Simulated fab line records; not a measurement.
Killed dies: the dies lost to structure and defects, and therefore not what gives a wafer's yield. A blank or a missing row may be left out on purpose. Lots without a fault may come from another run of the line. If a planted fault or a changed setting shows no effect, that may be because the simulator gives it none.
What tool caused it?	flow gf180mcu	39 wafers from 13 lots sampled at 2 of the route's 602 steps

WHAT THE GAUGES SHOWED, per wafer
GF_V3_BOW_MEAS_05. Usual: for V3_BOW the level is 117 um and the standard deviation is 9.5.
lot	measured	on	V3_BOW (um)	flag
L745	day 22 04:13	film metro-01	99 88 109	
L748	day 23 02:47	film metro-03	106 110 108	
L749	day 23 13:57	film metro-04	121 111 129	
L750	day 24 04:01	film metro-01	129 127 108	
L751	day 24 05:44	film metro-04	119 132 110	
L752	day 24 14:56	film metro-01	117 119 120	
L754	day 25 08:35	film metro-04	122 119 131	
L756	day 25 23:53	film metro-01	121 109 110	
L757	day 26 09:03	film metro-04	107 103 118	
L759	day 27 03:29	film metro-04	113 114 120	
L763	day 28 09:33	film metro-01	123 102 109	
L766	day 28 23:58	film metro-04	122 121 125	
L765	day 29 01:11	film metro-04	116 122 123	

WHICH TOOL RAN EACH LOT (tool, then ch and the chambers of the sampled wafers, then the start)
lot	GF_V3_CVD_02
L745	pecvd-03 ch 0,1,2, day 22 03:44
L748	pecvd-03 ch 0,2, day 23 02:20
L749	pecvd-01 ch 0,1,2, day 23 13:21
L750	pecvd-03 ch 0,1, day 24 03:35
L751	pecvd-03 ch 1,2, day 24 05:18
L752	pecvd-02 ch 0,1, day 24 14:29
L754	pecvd-02 ch 0,1,2, day 25 08:10
L756	pecvd-01 ch 0,1,2, day 25 23:27
L757	pecvd-03 ch 0,1,2, day 26 08:37
L759	pecvd-01 ch 0,1,2, day 27 03:02
L763	pecvd-01 ch 0,1,2, day 28 09:05
L766	pecvd-03 ch 0,1,2, day 28 23:31
L765	pecvd-02 ch 0,1,2, day 29 00:44
- GF_V3_CVD_02: deposits SiO2 from TEOS, target thk 850 nm, time 94.851 s.

AS READ BY THE TOOLS THEMSELVES (means over the sampled wafers that have a number; for cases with no such wafer, the mark the record gives instead)
GF_V3_CVD_02. Usual: heater power w reads 689 W (standard deviation 87).
lot	tool	heater power w (W)	flag
L745	pecvd-03	637	
L748	pecvd-03	737	
L749	pecvd-01	756	
L750	pecvd-03	619	
L751	pecvd-03	642	
L752	pecvd-02	742	
L754	pecvd-02	685	
L756	pecvd-01	737	
L757	pecvd-03	688	
L759	pecvd-01	728	
L763	pecvd-01	717	
L766	pecvd-03	675	
L765	pecvd-02	738	

THE ANSWER, worked out from the rows above alone
Rule: a lot is off if the mean of its wafers that have a number lies more than 3 standard deviations from the usual mean. Also off: a lot with no number at a reading for which 4 or more lots have one. Any other lot the step has rows for is counted as sound. First the gauges in route order, then the tools' own readings, where a lot's mean is used as printed above. The first step at which some lot is off is used, and at that step the reading that is off furthest; a lot without a number counts as furthest.
Nothing can be told from this: no lot is off at any reading shown.

WHAT THE SIMULATOR HAD INSERTED
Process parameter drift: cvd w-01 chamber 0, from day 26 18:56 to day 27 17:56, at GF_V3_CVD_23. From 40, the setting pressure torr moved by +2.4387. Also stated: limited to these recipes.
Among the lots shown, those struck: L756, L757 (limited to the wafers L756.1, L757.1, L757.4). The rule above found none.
